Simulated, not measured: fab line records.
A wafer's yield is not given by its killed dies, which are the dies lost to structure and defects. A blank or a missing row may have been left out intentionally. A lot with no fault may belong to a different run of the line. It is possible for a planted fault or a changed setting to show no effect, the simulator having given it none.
fab line records ; flow gf180mcu
[record] lots = 14; wafers = 42; last-day = 34
route steps=602 shown LVPWELL@63 DUAL_GATE@144 V1@349 V2@383
lots untouched by any fault: they come from a run of this same line in which no faults occurred
start-h: start of the lot's first displayed wafer, in hours after the record's first day ; wait-h: time in hours since the lot's previous step ; " unchanged from the row above ; L1.1+2: a row that stands for several wafers ; - no value present, or no start provided ; * or withheld: withheld ; < > ~ a bound
route shown NAME@n: names a module that has steps shown in the file, with the first one's number in the route ; usual: mean/standard deviation of fault-free wafers ; same: alike in all rows ; chamber/n: place in a boat ; sites: each site's reading ; _std_site: the values' standard deviation ; _edge_site: mean of outer sites minus mean of inner sites ; radius-mm: how far each site lies from the wafer's centre ; mask NAME#n: copy n ; behind: the tool/chamber that last shaped the wafer ; hold: what put the lot on hold/how long, in hours/how the hold closed ; device: whichever transistor did not switch (one of n, p or np) ; end of line: the tests these same wafers got at the end of their route ; a step with no rows: only its recipe ; killed: at the first sort, the dies lost to defects and structure; wafer yield is something else ; map: per-die view of a wafer (x killed, . not killed, _ where there is no die)
set.NAME: setting as actually run; set.NAME@STEP: the setting as run at that earlier step ; model.NAME: the simulator's own value behind a step, which no gauge read
the route's steps for a sample of lots (tables are steps, rows are wafers)
services: the hour from which a tool's chamber was out of use, counted from the record's first day as start-h (under 0 if before that day), plus the number of hours and why
[[steps]]
[step GF_LVPWELL_IMPLANT_09]
[recipe] species = B; energy-kev = 60; dose-cm2 = 5e+12; tilt-deg = 0
[usual] dose-ions-cm2 = 4.999e+12/4.9e+09; faraday-current-uA = 28.2/0.55
lot.wafer;tool;chamber;start-h;wait-h;dose-ions-cm2;faraday-current-uA
L544.2;implanter-01;0;68.22;0.1;5e+12;27.4
L544.5;implanter-01;0;68.22;0.1;4.993e+12;27.3
L544.6;implanter-01;0;68.22;0.1;5.002e+12;28.0
L545.1;implanter-03;0;77.40;0.1;4.996e+12;28.4
L545.2;implanter-03;0;77.40;0.1;4.993e+12;28.0
L545.6;implanter-03;0;77.40;0.1;4.993e+12;27.8
L546.2;implanter-03;0;84.78;0.1;5.002e+12;28.4
L546.3;implanter-03;0;84.78;0.1;4.995e+12;28.3
L546.6;implanter-03;0;84.78;0.1;5.004e+12;28.1
L547.1;implanter-01;0;85.00;0.1;5.001e+12;29.2
L547.5;implanter-01;0;85.00;0.1;4.996e+12;28.7
L547.6;implanter-01;0;85.00;0.1;4.996e+12;28.8
L548.2;implanter-01;0;90.88;0.1;5.007e+12;28.4
L548.4;implanter-01;0;90.88;0.1;4.997e+12;28.1
L548.6;implanter-01;0;90.88;0.1;5.007e+12;27.7
L553.4;implanter-02;0;120.02;0.1;3.17e+12;18.2
L553.5;implanter-02;0;120.02;0.1;3.176e+12;17.8
L553.6;implanter-02;0;120.02;0.1;3.171e+12;18.4
L554.1;implanter-02;0;125.04;0.1;3.178e+12;17.6
L554.2;implanter-02;0;125.04;0.1;3.177e+12;17.4
L554.4;implanter-02;0;125.04;0.1;3.178e+12;17.8
L560.3;implanter-01;0;159.35;0.1;4.997e+12;28.8
L560.4;implanter-01;0;159.35;0.1;4.994e+12;28.7
L560.5;implanter-01;0;159.35;0.1;4.997e+12;27.5
L561.3;implanter-01;0;163.99;0.1;4.987e+12;29.3
L561.4;implanter-01;0;163.99;0.1;4.993e+12;27.6
L561.5;implanter-01;0;163.99;0.1;5.002e+12;28.6
L563.2;implanter-01;0;174.97;0.1;4.997e+12;28.3
L563.4;implanter-01;0;174.97;0.1;4.994e+12;28.1
L563.6;implanter-01;0;174.97;0.1;5.006e+12;27.9
L564.2;implanter-01;0;180.17;0.1;4.992e+12;29.3
L564.3;implanter-01;0;180.17;0.1;4.998e+12;27.8
L564.4;implanter-01;0;180.17;0.1;5.001e+12;27.5
L565.1;implanter-01;0;184.10;0.1;5.006e+12;27.5
L565.3;implanter-01;0;184.10;0.1;5.002e+12;29.1
L565.4;implanter-01;0;184.10;0.1;5.004e+12;28.3
L566.1;implanter-02;0;190.49;0.1;4.996e+12;28.5
L566.2;implanter-02;0;190.49;0.1;4.996e+12;27.6
L566.6;implanter-02;0;190.49;0.1;4.997e+12;27.7
L567.2;implanter-02;0;203.02;0.1;5.002e+12;28.7
L567.4;implanter-02;0;203.02;0.1;4.994e+12;28.2
L567.5;implanter-02;0;203.02;0.1;5.001e+12;28.5
[step GF_VT_IMPLANT_RS_MEAS_48]
[recipe] thk-meas-gauge = four-point-probe
[usual] LVPWELL_RS = 1197/3
lot.wafer;tool;chamber;start-h;wait-h;LVPWELL_RS[ohm/sq]
L544.2;film-metro-04;-;155.12;0.1;1196
L544.5;film-metro-04;-;155.12;0.1;1199
L544.6;film-metro-04;-;155.12;0.1;1195
L545.1;film-metro-02;-;165.39;0.1;1201
L545.2;film-metro-02;-;165.39;0.1;1195
L545.6;film-metro-02;-;165.39;0.1;1197
L546.2;film-metro-04;-;174.26;0.1;1197
L546.3;film-metro-04;-;174.26;0.1;1194
L546.6;film-metro-04;-;174.26;0.1;1197
L547.1;film-metro-03;-;175.14;0.1;1199
L547.5;film-metro-03;-;175.14;0.1;1195
L547.6;film-metro-03;-;175.14;0.1;1195
L548.2;film-metro-03;-;181.16;0.1;1200
L548.4;film-metro-03;-;181.16;0.1;1201
L548.6;film-metro-03;-;181.16;0.1;1200
L553.4;film-metro-03;-;215.50;0.1;1288
L553.5;film-metro-03;-;215.50;0.1;1282
L553.6;film-metro-03;-;215.50;0.1;1287
L554.1;film-metro-03;-;221.59;0.1;1290
L554.2;film-metro-03;-;221.59;0.1;1288
L554.4;film-metro-03;-;221.59;0.1;1286
L560.3;film-metro-02;-;262.38;0.1;1198
L560.4;film-metro-02;-;262.38;0.1;1196
L560.5;film-metro-02;-;262.38;0.1;1196
L561.3;film-metro-02;-;267.58;0.1;1194
L561.4;film-metro-02;-;267.58;0.1;1194
L561.5;film-metro-02;-;267.58;0.1;1193
L563.2;film-metro-02;-;281.36;0.1;1198
L563.4;film-metro-02;-;281.36;0.1;1195
L563.6;film-metro-02;-;281.36;0.1;1192
L564.2;film-metro-04;-;285.86;0.1;1190
L564.3;film-metro-04;-;285.86;0.1;1192
L564.4;film-metro-04;-;285.86;0.1;1194
L565.1;film-metro-03;-;293.49;0.1;1195
L565.3;film-metro-03;-;293.49;0.1;1194
L565.4;film-metro-03;-;293.49;0.1;1194
L566.1;film-metro-02;-;300.70;0.1;1198
L566.2;film-metro-02;-;300.70;0.1;1198
L566.6;film-metro-02;-;300.70;0.1;1200
L567.2;film-metro-04;-;316.86;0.1;1197
L567.4;film-metro-04;-;316.86;0.1;1197
L567.5;film-metro-04;-;316.86;0.1;1199
[step GF_DUAL_GATE_THK_MEAS_03]
[recipe] reads = SiO2_of_DUAL_GATE_OXIDATION_02
[usual] DUAL_GATE_OXIDATION_00_THK = 10.89/0.2
lot.wafer;tool;chamber;start-h;wait-h;DUAL_GATE_OXIDATION_00_THK[nm]
L544.2;film-metro-04;-;162.37;0.0;11.11
L544.5;film-metro-04;-;162.37;0.0;11.10
L544.6;film-metro-04;-;162.37;0.0;11.13
L545.1;film-metro-02;-;168.16;0.0;10.81
L545.2;film-metro-02;-;168.16;0.0;10.91
L545.6;film-metro-02;-;168.16;0.0;10.90
L546.2;film-metro-01;-;176.12;0.0;10.89
L546.3;film-metro-01;-;176.12;0.0;10.93
L546.6;film-metro-01;-;176.12;0.0;10.97
L547.1;film-metro-04;-;177.56;0.0;10.97
L547.5;film-metro-04;-;177.56;0.0;10.90
L547.6;film-metro-04;-;177.56;0.0;10.72
L548.2;film-metro-04;-;185.09;0.0;11.32
L548.4;film-metro-04;-;185.09;0.0;11.02
L548.6;film-metro-04;-;185.09;0.0;11.07
L553.4;film-metro-02;-;221.26;0.0;10.61
L553.5;film-metro-02;-;221.26;0.0;10.85
L553.6;film-metro-02;-;221.26;0.0;10.77
L554.1;film-metro-02;-;224.62;0.0;10.56
L554.2;film-metro-02;-;224.62;0.0;10.41
L554.4;film-metro-02;-;224.62;0.0;10.64
L560.3;film-metro-04;-;267.30;0.0;10.83
L560.4;film-metro-04;-;267.30;0.0;10.67
L560.5;film-metro-04;-;267.30;0.0;10.82
L561.3;film-metro-02;-;271.55;0.0;11.03
L561.4;film-metro-02;-;271.55;0.0;11.19
L561.5;film-metro-02;-;271.55;0.0;11.21
L563.2;film-metro-01;-;283.23;0.0;10.81
L563.4;film-metro-01;-;283.23;0.0;10.38
L563.6;film-metro-01;-;283.23;0.0;10.79
L564.2;film-metro-02;-;287.97;0.0;10.85
L564.3;film-metro-02;-;287.97;0.0;10.80
L564.4;film-metro-02;-;287.97;0.0;10.70
L565.1;film-metro-04;-;295.40;0.0;10.96
L565.3;film-metro-04;-;295.40;0.0;10.85
L565.4;film-metro-04;-;295.40;0.0;10.88
L566.1;film-metro-01;-;302.96;0.0;10.98
L566.2;film-metro-01;-;302.96;0.0;10.96
L566.6;film-metro-01;-;302.96;0.0;11.03
L567.2;film-metro-02;-;318.82;0.0;11.08
L567.4;film-metro-02;-;318.82;0.0;11.12
L567.5;film-metro-02;-;318.82;0.0;11.22
[step GF_V1_CD_MEAS_14]
[recipe] target-cd-nm = 260
[usual] cd-nm = 259.9/1.1
lot.wafer;tool;chamber;start-h;wait-h;cd-nm
L544.2;cd-sem-01;-;410.87;0.1;258.4
L544.5;cd-sem-01;-;410.87;0.1;259.4
L544.6;cd-sem-01;-;410.87;0.1;258.4
L545.1;cd-sem-01;-;414.66;0.1;256.9
L545.2;cd-sem-01;-;414.66;0.1;257.2
L545.6;cd-sem-01;-;414.66;0.1;258.3
L546.2;cd-sem-01;-;430.37;0.1;262.3
L546.3;cd-sem-01;-;430.37;0.1;260.8
L546.6;cd-sem-01;-;430.37;0.1;261.2
L547.1;cd-sem-01;-;433.00;0.1;261.5
L547.5;cd-sem-01;-;433.00;0.1;261.1
L547.6;cd-sem-01;-;433.00;0.1;261.3
L548.2;cd-sem-01;-;443.52;0.1;259.7
L548.4;cd-sem-01;-;443.52;0.1;260.4
L548.6;cd-sem-01;-;443.52;0.1;259.8
L553.4;cd-sem-01;-;496.92;0.1;260.8
L553.5;cd-sem-01;-;496.92;0.1;261.5
L553.6;cd-sem-01;-;496.92;0.1;260.2
L554.1;cd-sem-01;-;500.25;0.1;258.6
L554.2;cd-sem-01;-;500.25;0.1;259.6
L554.4;cd-sem-01;-;500.25;0.1;259.5
L560.3;cd-sem-02;-;549.99;0.1;259.4
L560.4;cd-sem-02;-;549.99;0.1;258.9
L560.5;cd-sem-02;-;549.99;0.1;259.8
L561.3;cd-sem-01;-;554.89;0.1;259.9
L561.4;cd-sem-01;-;554.89;0.1;259.8
L561.5;cd-sem-01;-;554.89;0.1;259.6
L563.2;cd-sem-01;-;567.07;0.1;259.9
L563.4;cd-sem-01;-;567.07;0.1;260.4
L563.6;cd-sem-01;-;567.07;0.1;260.3
L564.2;cd-sem-02;-;574.72;0.1;261.1
L564.3;cd-sem-02;-;574.72;0.1;261.6
L564.4;cd-sem-02;-;574.72;0.1;262.1
L565.1;cd-sem-01;-;582.15;0.1;260.0
L565.3;cd-sem-01;-;582.15;0.1;261.2
L565.4;cd-sem-01;-;582.15;0.1;261.0
L566.1;cd-sem-01;-;593.95;0.1;261.5
L566.2;cd-sem-01;-;593.95;0.1;261.6
L566.6;cd-sem-01;-;593.95;0.1;260.0
L567.2;cd-sem-01;-;606.72;0.1;258.0
L567.4;cd-sem-01;-;606.72;0.1;259.9
L567.5;cd-sem-01;-;606.72;0.1;259.6
[step GF_V2_THK_MEAS_01]
[recipe] reads = SiO2_of_V2_CVD_00
[usual] V2_CVD_00_THK = 600/5.5
lot.wafer;tool;chamber;start-h;wait-h;V2_CVD_00_THK[nm]
L544.2;film-metro-04;-;437.40;0.0;602
L544.5;film-metro-04;-;437.40;0.0;605
L544.6;film-metro-04;-;437.40;0.0;600
L545.1;film-metro-02;-;441.42;0.0;616
L545.2;film-metro-02;-;441.42;0.0;605
L545.6;film-metro-02;-;441.42;0.0;608
L546.2;film-metro-04;-;456.91;0.0;601
L546.3;film-metro-04;-;456.91;0.0;594
L546.6;film-metro-04;-;456.91;0.0;597
L547.1;film-metro-04;-;459.75;0.0;593
L547.5;film-metro-04;-;459.75;0.0;594
L547.6;film-metro-04;-;459.75;0.0;588
L548.2;film-metro-02;-;470.19;0.0;600
L548.4;film-metro-02;-;470.19;0.0;598
L548.6;film-metro-02;-;470.19;0.0;609
L553.4;film-metro-03;-;522.87;0.0;605
L553.5;film-metro-03;-;522.87;0.0;602
L553.6;film-metro-03;-;522.87;0.0;599
L554.1;film-metro-04;-;526.41;0.0;600
L554.2;film-metro-04;-;526.41;0.0;599
L554.4;film-metro-04;-;526.41;0.0;598
L560.3;film-metro-03;-;575.29;0.1;597
L560.4;film-metro-03;-;575.29;0.1;594
L560.5;film-metro-03;-;575.29;0.1;603
L561.3;film-metro-02;-;579.50;0.1;596
L561.4;film-metro-02;-;579.50;0.1;600
L561.5;film-metro-02;-;579.50;0.1;590
L563.2;film-metro-03;-;591.07;0.0;600
L563.4;film-metro-03;-;591.07;0.0;594
L563.6;film-metro-03;-;591.07;0.0;594
L564.2;film-metro-04;-;598.26;0.0;609
L564.3;film-metro-04;-;598.26;0.0;596
L564.4;film-metro-04;-;598.26;0.0;598
L565.1;film-metro-02;-;605.39;0.0;602
L565.3;film-metro-02;-;605.39;0.0;599
L565.4;film-metro-02;-;605.39;0.0;600
L566.1;film-metro-02;-;616.57;0.0;595
L566.2;film-metro-02;-;616.57;0.0;602
L566.6;film-metro-02;-;616.57;0.0;605
L567.2;film-metro-04;-;629.95;0.0;606
L567.4;film-metro-04;-;629.95;0.0;605
L567.5;film-metro-04;-;629.95;0.0;599
[[services]]
tool;chamber;start-h;hours;kind
implanter-01;-;50.32;5.4;pm
implanter-01;-;96.62;11.7;repair
implanter-02;-;153.48;3.2;repair
implanter-03;-;194.64;3.2;repair
implanter-02;-;200.57;2.0;repair
[[key]]
[first-sign] step = GF_LVPWELL_IMPLANT_09; reading = dose-ions-cm2; direction = down; sigmas = 99+; usual = 4.999e+12; struck = 3.175e+12
[effect] step = GF_LVPWELL_IMPLANT_09; reading = faraday-current-uA; direction = down; sigmas = 19; usual = 28.2; struck = 17.9
[effect] step = GF_VT_IMPLANT_RS_MEAS_48; reading = LVPWELL_RS; direction = up; sigmas = 30; usual = 1197; struck = 1287
met-at GF_LVPWELL_IMPLANT_09
struck-lots L553,L554
tester-left-out L553,L554
not-acting-at GF_DUAL_GATE_THK_MEAS_03,GF_V1_CD_MEAS_14,GF_V2_THK_MEAS_01
[fault] kind = process-parameter-drift; tool = implanter-02; chamber = -; onset-h = 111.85; steps = GF_LVPWELL_IMPLANT_09; channel = dose-cm2; offset = -1.8262e+12; shape = step; end-h = 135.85; acts-in = these-recipes-only; stated = 5e+12
// tester-left-out: of these lots the tester's yield and bins aren't shown, on N5 and GAA mostly nor the transistor test; their killed dies are dies lost to structure and defects alone, not to doping, threshold or leakage, so they don't give the yield
